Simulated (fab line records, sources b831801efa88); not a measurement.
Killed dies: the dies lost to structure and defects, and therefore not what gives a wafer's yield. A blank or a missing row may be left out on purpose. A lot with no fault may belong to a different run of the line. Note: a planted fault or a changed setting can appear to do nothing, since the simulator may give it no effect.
fab line records | flow sky130
record: lots: 15 wafers: 45 last-day: 50
route steps=708 shown LI_CONTACT@371
lots that met no fault: from a run of the same line without faults
start-h: hours from the record's opening day to when the first of the lot's shown wafers began | wait-h: hours elapsed since this lot's preceding step | " unchanged from the row above | L1.1+2: several wafers, shown together as one row | - either no value or no given start | * or withheld: withheld | < > ~ a bound
route shown NAME@n: NAME is a module with steps in the file, n the number in the route of the first one | usual: mean and standard deviation over wafers with no fault | same: alike in all rows | chamber/n: place in a boat | sites: the reading at each site | _std_site: standard deviation across them | _edge_site: mean of outer sites minus mean of inner sites | radius-mm: for every site, how far away it sits from the centre of the wafer | mask NAME#n: copy n | behind: tool/chamber where the wafer was last shaped | hold: the reason the lot was held/the length of the hold in hours/how it ended | device: whichever transistor did not switch (one of n, p or np) | end of line: the tests these same wafers got at the end of their route | for a step that has no rows: nothing shown but its recipe | killed: the dies lost at the first sort to structure and to defects; this is not the yield of the wafer | map: a wafer's dies, x killed, . not, _ none there
set.NAME: the setting the step ran with; set.NAME@STEP: the setting that earlier step ran with | model.NAME: the simulator's own value behind a step, which no gauge read
steps of the route over a sample of lots; a table a step, a row a wafer
services: a tool's chamber out of use, with start hour (start-h, from the record's first day; less than 0 if before it), hours out, and reason
== steps ==
step: SKY_LI_CONTACT_EXPOSE_09
recipe: mask-id: LICM1 na: 0.8 source-shape: annular sigma-inner: 0.55 sigma-outer: 0.85 target-cd-nm: 170 dose-mj: 38.89
usual: exposure-dose-mJ-cm2: 37.97/0.041 focus-offset-nm: -0.1/0.53
columns lot.wafer tool chamber start-h wait-h mask exposure-dose-mJ-cm2 focus-offset-nm
L264.1 krf-scanner-01 0 650.37 - LICM1#0 37.85 -0.5
L264.4 " 0 " " LICM1#0 37.95 0.1
L264.6 " 0 " " LICM1#0 37.89 0.0
L265.1 krf-scanner-02 0 657.20 - LICM1#0 37.94 -1.1
L265.2 " 0 " " LICM1#0 38.00 -0.5
L265.5 " 0 " " LICM1#0 37.99 -0.3
L266.2 krf-scanner-01 0 676.43 - LICM1#0 37.94 0.7
L266.4 " 0 " " LICM1#0 37.96 -0.1
L266.5 " 0 " " LICM1#0 37.99 0.1
L268.1 krf-scanner-01 0 690.04 - LICM1#0 37.93 0.0
L268.3 " 0 " " LICM1#0 37.95 -0.3
L268.5 " 0 " " LICM1#0 38.01 -1.0
L269.1 krf-scanner-02 0 702.56 - LICM1#0 37.91 0.0
L269.5 " 0 " " LICM1#0 38.01 -0.4
L269.6 " 0 " " LICM1#0 37.92 0.1
L270.1 krf-scanner-02 0 708.59 - LICM1#0 37.97 -0.2
L270.2 " 0 " " LICM1#0 37.98 0.0
L270.4 " 0 " " LICM1#0 38.00 -0.1
L272.1 krf-scanner-01 0 716.26 - LICM1#0 37.94 -0.1
L272.2 " 0 " " LICM1#0 37.90 -0.2
L272.4 " 0 " " LICM1#0 37.97 -0.1
L276.2 krf-scanner-02 0 765.13 - LICM1#0 38.05 -0.3
L276.3 " 0 " " LICM1#0 38.06 0.3
L276.4 " 0 " " LICM1#0 38.02 0.2
L278.1 krf-scanner-02 - 766.86 - LICM1#0 - -
L278.2 " - " " LICM1#0 - -
L278.3 " - " " LICM1#0 - -
L279.1 krf-scanner-01 - 782.31 - LICM1#0 - -
L279.3 " - " " LICM1#0 - -
L279.6 " - " " LICM1#0 - -
L280.1 krf-scanner-01 - 803.77 - LICM1#0 - -
L280.2 " - " " LICM1#0 - -
L280.5 " - " " LICM1#0 - -
L283.1 krf-scanner-01 0 831.32 - LICM1#0 38.01 -0.1
L283.4 " 0 " " LICM1#0 38.00 0.3
L283.6 " 0 " " LICM1#0 37.98 -0.1
L284.2 krf-scanner-01 0 833.94 - LICM1#0 37.94 -0.8
L284.5 " 0 " " LICM1#0 37.90 -0.1
L284.6 " 0 " " LICM1#0 37.87 0.3
L287.1 krf-scanner-02 0 836.26 - LICM1#0 37.97 0.8
L287.3 " 0 " " LICM1#0 37.97 -0.2
L287.6 " 0 " " LICM1#0 37.97 0.6
L286.1 krf-scanner-02 0 840.17 - LICM1#0 38.01 -0.5
L286.2 " 0 " " LICM1#0 38.06 -0.1
L286.3 " 0 " " LICM1#0 38.08 -0.1
== services ==
columns tool chamber start-h hours kind
krf-scanner-01 - 630.13 1.3 pm
krf-scanner-02 - 638.84 0.2 repair
krf-scanner-01 0 645.34 - calibration
krf-scanner-01 - 679.37 1.5 repair
krf-scanner-02 - 738.01 1.3 pm
krf-scanner-01 - 743.31 1.0 pm
krf-scanner-02 - 747.04 1.0 pm
krf-scanner-01 - 767.21 0.8 pm
krf-scanner-02 0 770.05 - calibration
krf-scanner-02 - 794.75 0.8 pm
krf-scanner-01 - 806.13 1.3 pm
krf-scanner-01 0 809.80 - calibration
krf-scanner-02 - 826.63 1.7 repair
== key ==
first-sign: step: SKY_LI_CONTACT_EXPOSE_09 reading: tool-record direction: missing
effect none on later readings
met-at SKY_LI_CONTACT_EXPOSE_09
struck-lots L278,L279,L280
later-rows-left-out L278.1,L278.2,L278.3,L279.1,L279.3,L279.6,L280.1,L280.2,L280.5
sort-left-out L278.1,L278.2,L278.3,L279.1,L279.3,L279.6,L280.1,L280.2,L280.5
tester-left-out L278,L279,L280
onset-between 765.13 766.86
fault: kind: skipped-step-whole tool: krf-scanner-01,krf-scanner-02 chamber: - onset-h: 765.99 steps: SKY_LI_CONTACT_EXPOSE_09 scope: struck-lots-only
tester-left-out: of these lots the tester's yield and bins aren't shown, on N5 and GAA mostly nor the transistor test; their killed dies are dies lost to structure and defects alone, not to doping, threshold or leakage, so they don't give the yield
sort-left-out: the simulated sort isn't trusted on such a fault, so these wafers' sort isn't shown, and their yield isn't known
later-rows-left-out: the simulator's readings of these wafers behind a module that went badly wrong aren't trusted and aren't shown, but for the sort
